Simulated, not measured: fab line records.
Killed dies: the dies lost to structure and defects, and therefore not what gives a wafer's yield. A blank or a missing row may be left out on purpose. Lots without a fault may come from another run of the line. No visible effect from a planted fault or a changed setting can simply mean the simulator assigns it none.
fab line records	flow sky130
record lots=14	wafers=42	last-day=49
route steps=708 shown LI_CONTACT@386 LOCAL_INTERCONNECT@399 CONTACT@433 METAL1@450 PAD_OPEN@708
lots with no fault: from the same line, run without faults
start-h: start of the lot's first displayed wafer, in hours after the record's first day	wait-h: how many hours have passed since the lot's step before this one	" repeats the value in the row above	L1.1+2: one row covering several wafers at once	- no value, or no start given	* or withheld: withheld	< > ~ a bound
route shown NAME@n: names a module that has steps shown in the file, with the first one's number in the route	usual: mean/standard deviation of fault-free wafers	same: alike in all rows	chamber/n: place in a boat	sites: readings site by site	_std_site: the values' standard deviation	_edge_site: outer sites' mean less inner sites'	radius-mm: for every site, how far away it sits from the centre of the wafer	mask NAME#n: copy n	behind: the tool/chamber that last shaped the wafer	hold: reason for holding the lot/hours on hold/outcome of the hold	device: whichever transistor did not switch (one of n, p or np)	end of line: the tests these same wafers got at the end of their route	step lacking rows: just its recipe	killed: the dies lost at the first sort to structure and to defects; this is not the yield of the wafer	map: dies across one wafer; x = killed, . = not, _ = none there
set.NAME: the setting that was run; set.NAME@STEP: the one run at that earlier step	model.NAME: the simulator's own value behind a step, which no gauge read
route steps across a sampled set of lots; one table per step, one row per wafer
services: from which hour (start-h, from the record's first day; less than 0 if before it) a tool's chamber was out of use, for how many hours, and why
## steps
# step SKY_LI_CONTACT_CMP_24
# recipe stop-on=PSG	t-overpolish-s=20	down-force-psi=3.5	platen-rpm=60	target-thk-nm=0	pad-velocity-m-s=0.94248
# usual motor-current-A=11.2/0.95	overpolish-run-s=19.999/0.0094	time-to-endpoint-s=96/5.3
lot.wafer	tool	chamber	start-h	wait-h	motor-current-A	overpolish-run-s	time-to-endpoint-s
L593.4	cmp-02	3	672.78	0.0	11.1	19.989	99
L593.3	"	0	"	"	9.8	19.995	90
L593.2	"	2	"	"	12.2	19.996	96
L594.1	cmp-02	1	693.45	0.1	10.5	20.002	90
L594.5	"	0	"	"	10.3	20.001	89
L594.6	"	1	"	"	10.2	19.987	88
L595.3	cmp-02	1	705.56	0.3	10.4	19.996	91
L595.2	"	2	"	"	12.1	20.000	91
L595.5	"	2	"	"	11.9	20.006	92
L597.4	cmp-01	3	715.40	0.0	12.4	20.001	92
L597.1	"	2	"	"	10.5	19.999	102
L597.6	"	3	"	"	12.6	19.991	95
L598.1	cmp-02	0	724.28	0.1	10.0	20.006	88
L598.3	"	1	"	"	10.4	19.985	95
L598.5	"	1	"	"	11.0	20.011	94
L600.3	cmp-02	2	741.18	0.2	11.6	19.986	97
L600.4	"	3	"	"	10.6	20.014	101
L600.1	"	0	"	"	10.1	20.009	88
L604.3	cmp-02	2	769.28	0.1	11.2	20.011	96
L604.5	"	1	"	"	10.6	19.980	92
L604.6	"	2	"	"	12.1	20.013	96
L603.3	cmp-01	3	770.46	0.2	12.8	20.001	89
L603.6	"	2	"	"	10.7	19.991	101
L603.5	"	3	"	"	12.7	20.026	88
L605.2	cmp-02	2	778.79	0.0	11.7	19.991	98
L605.1	"	0	"	"	9.9	19.980	89
L605.5	"	2	"	"	11.7	20.004	88
L606.4	cmp-01	2	784.35	0.0	10.6	19.995	100
L606.2	"	3	"	"	11.6	19.992	90
L606.1	"	0	"	"	11.5	20.001	93
L607.2	cmp-02	1	797.80	0.0	10.9	20.007	88
L607.3	"	3	"	"	11.7	19.986	102
L607.6	"	2	"	"	12.0	20.000	93
L608.4	cmp-02	3	811.05	0.2	11.1	20.004	100
L608.6	"	0	"	"	10.0	20.001	89
L608.5	"	1	"	"	10.2	20.000	88
L610.4	cmp-02	2	814.95	0.1	11.8	19.997	91
L610.3	"	3	"	"	11.2	19.998	96
L610.6	"	2	"	"	11.8	19.999	95
L613.1	cmp-02	0	836.22	0.1	10.2	19.997	89
L613.6	"	3	"	"	11.1	20.014	104
L613.5	"	0	"	"	10.3	19.993	91
# step SKY_LOCAL_INTERCONNECT_OVL_MEAS_12
# usual LOCAL_INTERCONNECT_OVL=-1/4.6
lot.wafer	tool	chamber	start-h	wait-h	LOCAL_INTERCONNECT_OVL[nm]
L593.2	overlay-01	-	701.10	0.1	0
L593.3	"	-	"	"	-1
L593.4	"	-	"	"	3
L594.1	overlay-01	-	722.05	0.1	-4
L594.5	"	-	"	"	1
L594.6	"	-	"	"	-7
L595.2	overlay-01	-	733.61	0.1	0
L595.3	"	-	"	"	-1
L595.5	"	-	"	"	-1
L597.1	overlay-01	-	743.40	0.1	3
L597.4	"	-	"	"	0
L597.6	"	-	"	"	5
L598.1	overlay-02	-	752.35	0.1	-4
L598.3	"	-	"	"	-1
L598.5	"	-	"	"	-12
L600.1	overlay-02	-	769.20	0.1	0
L600.3	"	-	"	"	-5
L600.4	"	-	"	"	-6
L604.3	overlay-02	-	795.49	0.1	4
L604.5	"	-	"	"	0
L604.6	"	-	"	"	7
L603.3	overlay-01	-	797.26	0.1	-3
L603.5	"	-	"	"	-7
L603.6	"	-	"	"	-8
L605.1	overlay-02	-	806.18	0.1	3
L605.2	"	-	"	"	1
L605.5	"	-	"	"	3
L606.1	overlay-01	-	810.85	0.1	-3
L606.2	"	-	"	"	0
L606.4	"	-	"	"	-4
L607.2	overlay-02	-	823.89	0.1	6
L607.3	"	-	"	"	5
L607.6	"	-	"	"	5
L608.4	overlay-01	-	837.52	0.1	-1
L608.5	"	-	"	"	-4
L608.6	"	-	"	"	-4
L610.3	overlay-01	-	841.31	0.1	1
L610.4	"	-	"	"	-2
L610.6	"	-	"	"	5
L613.1	overlay-02	-	862.13	0.1	0
L613.5	"	-	"	"	2
L613.6	"	-	"	"	0
# step SKY_CONTACT_CMP_27
# recipe stop-on=SiO2	t-overpolish-s=15	down-force-psi=3.5	platen-rpm=60	target-thk-nm=0	pad-velocity-m-s=0.94248
# usual motor-current-A=11.3/0.99	overpolish-run-s=15.000/0.0092	time-to-endpoint-s=81/4.8
lot.wafer	tool	chamber	start-h	wait-h	motor-current-A	overpolish-run-s	time-to-endpoint-s
L593.3	cmp-01	2	731.39	0.1	10.5	15.006	86
L593.2	"	3	"	"	12.3	15.021	78
L593.4	"	0	"	"	11.6	14.997	76
L594.1	cmp-01	3	752.51	0.1	12.2	15.007	78
L594.6	"	1	"	"	12.5	15.000	81
L594.5	"	2	"	"	10.1	14.988	84
L595.3	cmp-01	1	763.45	0.1	12.3	14.993	90
L595.2	"	3	"	"	12.0	15.001	80
L595.5	"	1	"	"	12.7	14.992	89
L597.4	cmp-02	2	772.65	0.0	12.1	15.004	86
L597.1	"	0	"	"	9.8	15.003	80
L597.6	"	2	"	"	12.2	15.002	83
L598.1	cmp-01	1	781.82	0.1	12.4	14.995	84
L598.3	"	2	"	"	10.5	15.004	87
L598.5	"	0	"	"	11.4	14.999	81
L600.4	cmp-02	3	798.75	0.0	11.7	14.985	89
L600.1	"	0	"	"	10.0	15.000	74
L600.3	"	2	"	"	12.0	15.001	80
L604.3	cmp-02	2	823.99	0.1	11.7	15.012	85
L604.5	"	0	"	"	9.4	14.988	74
L604.6	"	1	"	"	11.1	15.005	77
L603.3	cmp-02	1	826.00	0.1	10.5	15.011	75
L603.5	"	0	"	"	9.6	14.995	75
L603.6	"	1	"	"	10.6	15.003	76
L605.2	cmp-01	3	835.75	0.1	12.4	15.012	75
L605.1	"	1	"	"	12.9	15.008	85
L605.5	"	3	"	"	12.9	15.005	71
L606.1	cmp-02	0	840.39	0.3	10.0	15.009	76
L606.4	"	1	"	"	10.8	14.992	77
L606.2	"	2	"	"	11.4	15.006	83
L607.2	cmp-01	0	852.65	0.0	11.2	15.002	79
L607.3	"	2	"	"	10.3	14.989	83
L607.6	"	0	"	"	10.8	14.993	84
L608.4	cmp-02	3	866.20	0.2	10.5	14.995	48
L608.5	"	0	"	"	10.0	15.005	42
L608.6	"	1	"	"	10.5	15.013	41
L610.3	cmp-02	2	869.21	0.1	11.8	14.987	45
L610.4	"	3	"	"	11.3	14.998	50
L610.6	"	2	"	"	11.4	14.994	47
L613.1	cmp-01	1	890.04	0.1	12.5	14.993	86
L613.6	"	0	"	"	11.2	15.009	78
L613.5	"	1	"	"	12.9	14.985	89
# step SKY_METAL1_OVL_MEAS_16
# usual METAL1_OVL=2/4.5
lot.wafer	tool	chamber	start-h	wait-h	METAL1_OVL[nm]
L593.2	overlay-01	-	759.30	0.1	5
L593.3	"	-	"	"	13
L593.4	"	-	"	"	0
L594.1	overlay-01	-	780.59	0.1	4
L594.5	"	-	"	"	-1
L594.6	"	-	"	"	-2
L595.2	overlay-01	-	791.06	0.1	-2
L595.3	"	-	"	"	-5
L595.5	"	-	"	"	-6
L597.1	overlay-01	-	800.10	0.1	4
L597.4	"	-	"	"	2
L597.6	"	-	"	"	7
L598.1	overlay-01	-	808.10	0.1	6
L598.3	"	-	"	"	0
L598.5	"	-	"	"	1
L600.1	overlay-02	-	825.34	0.1	2
L600.3	"	-	"	"	7
L600.4	"	-	"	"	2
L604.3	overlay-01	-	849.81	0.1	1
L604.5	"	-	"	"	-2
L604.6	"	-	"	"	-2
L603.3	overlay-02	-	852.45	0.1	0
L603.5	"	-	"	"	1
L603.6	"	-	"	"	4
L605.1	overlay-02	-	861.80	0.1	-3
L605.2	"	-	"	"	11
L605.5	"	-	"	"	1
L606.1	overlay-02	-	866.74	0.1	-6
L606.2	"	-	"	"	-1
L606.4	"	-	"	"	0
L607.2	overlay-02	-	878.71	0.1	-10
L607.3	"	-	"	"	1
L607.6	"	-	"	"	-2
L608.4	overlay-01	-	892.31	0.1	4
L608.5	"	-	"	"	8
L608.6	"	-	"	"	0
L610.3	overlay-02	-	895.15	0.1	7
L610.4	"	-	"	"	0
L610.6	"	-	"	"	-9
L613.1	overlay-01	-	915.65	0.1	1
L613.5	"	-	"	"	2
L613.6	"	-	"	"	5
# step SKY_PAD_OPEN_PROBE_99
# usual killed_at_M0_to_M3=42/7.5	killed_at_M4_up=3.2/1.7	killed-at-contacts=24/5.1	killed-at-front-end=15/4.1	killed-at-other=0.3/0.58	killed-dies=85/8.9	killed-open=46/6.4	killed-short=39/6
# same gross-dies=492	killed-at-back-side=0
lot.wafer	tool	chamber	start-h	wait-h	killed_at_M0_to_M3	killed_at_M4_up	killed-at-contacts	killed-at-front-end	killed-at-other	killed-dies	killed-open	killed-short
L600.1	prober-02	-	1121.90	0.1	58	1	27	17	0	103	56	47
L600.3	prober-02	-	1122.00	0.2	53	4	32	11	1	101	50	51
L600.4	prober-02	-	1122.05	0.2	34	3	27	12	0	76	38	38
L603.3	prober-02	-	1142.54	0.2	28	2	26	22	0	78	43	35
L603.5	prober-02	-	1142.64	0.2	32	4	23	14	0	73	33	40
L603.6	prober-02	-	1142.69	0.2	33	4	24	13	0	74	36	38
# killed by level:class
L600.1 VIA3:geometric-particle:open=11 VIA1:geometric-particle:open=10 VIA1:geometric-particle:short=9 CONTACT:geometric-particle:open=8 LI_CONTACT:geometric-particle:open=8 LOCAL_INTERCONNECT:geometric-particle:short=7 METAL1:geometric-particle:short=7 VIA2:geometric-particle:open=6
L600.3 VIA1:geometric-particle:open=13 CONTACT:geometric-particle:open=11 VIA3:geometric-particle:open=9 LOCAL_INTERCONNECT:geometric-particle:short=8 LI_CONTACT:geometric-particle:open=6 METAL1:geometric-particle:short=6 METAL2:geometric-particle:short=6 VIA2:geometric-particle:open=6
L600.4 CONTACT:geometric-particle:open=8 LI_CONTACT:geometric-particle:open=7 VIA2:geometric-particle:open=7 VIA3:geometric-particle:open=6 CONTACT:geometric-particle:short=5 METAL1:geometric-particle:short=4 VIA1:geometric-particle:short=4 FIELD_ISO:geometric-particle:open=3
L603.3 CONTACT:geometric-particle:open=11 POLY_GATE:geometric-particle:open=7 LI_CONTACT:geometric-particle:open=6 VIA1:geometric-particle:short=6 FIELD_ISO:geometric-particle:short=5 POLY_GATE:geometric-particle:short=5 VIA1:geometric-particle:open=5 VIA2:geometric-particle:open=5
L603.5 METAL1:geometric-particle:short=7 POLY_GATE:geometric-particle:open=6 CONTACT:geometric-particle:open=6 VIA2:geometric-particle:open=6 LI_CONTACT:geometric-particle:open=5 CONTACT:geometric-particle:short=5 VIA1:geometric-particle:open=5 POLY_GATE:geometric-particle:short=4
L603.6 LI_CONTACT:geometric-particle:open=10 METAL2:geometric-particle:short=6 CONTACT:geometric-particle:open=6 METAL1:geometric-particle:short=6 POLY_GATE:geometric-particle:short=5 VIA1:geometric-particle:open=5 POLY_GATE:geometric-particle:open=4 VIA2:geometric-particle:open=4
## services
tool	chamber	start-h	hours	kind
cmp-01	-	671.27	4.1	pm
cmp-02	-	675.84	1.5	repair
cmp-01	-	704.00	4.0	repair
cmp-02	-	710.24	1.8	repair
cmp-02	-	744.17	4.0	pm
cmp-02	-	748.17	-	consumable-replace:conditioner
cmp-02	-	748.17	-	consumable-replace:pad
cmp-02	-	811.72	0.6	repair
cmp-02	-	826.25	9.9	pm
cmp-02	-	844.75	4.9	repair
## key
first-sign step=SKY_CONTACT_CMP_27	reading=time-to-endpoint-s	direction=down	sigmas=7.6	usual=*	struck=*
effect none on later readings
met-at SKY_CONTACT_CMP_27
struck-lots L608,L610
tester-left-out L608,L610
not-acting-at SKY_LI_CONTACT_CMP_24,SKY_LOCAL_INTERCONNECT_OVL_MEAS_12,SKY_METAL1_OVL_MEAS_16
onset-between 840.39 866.20
fault kind=process-parameter-drift	tool=cmp-02	chamber=-	onset-h=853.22	steps=SKY_CONTACT_CMP_27	channel=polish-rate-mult	offset=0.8	shape=step	end-h=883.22
# tester-left-out: of these lots the tester's yield and bins aren't shown, on N5 and GAA mostly nor the transistor test; their killed dies are dies lost to structure and defects alone, not to doping, threshold or leakage, so they don't give the yield
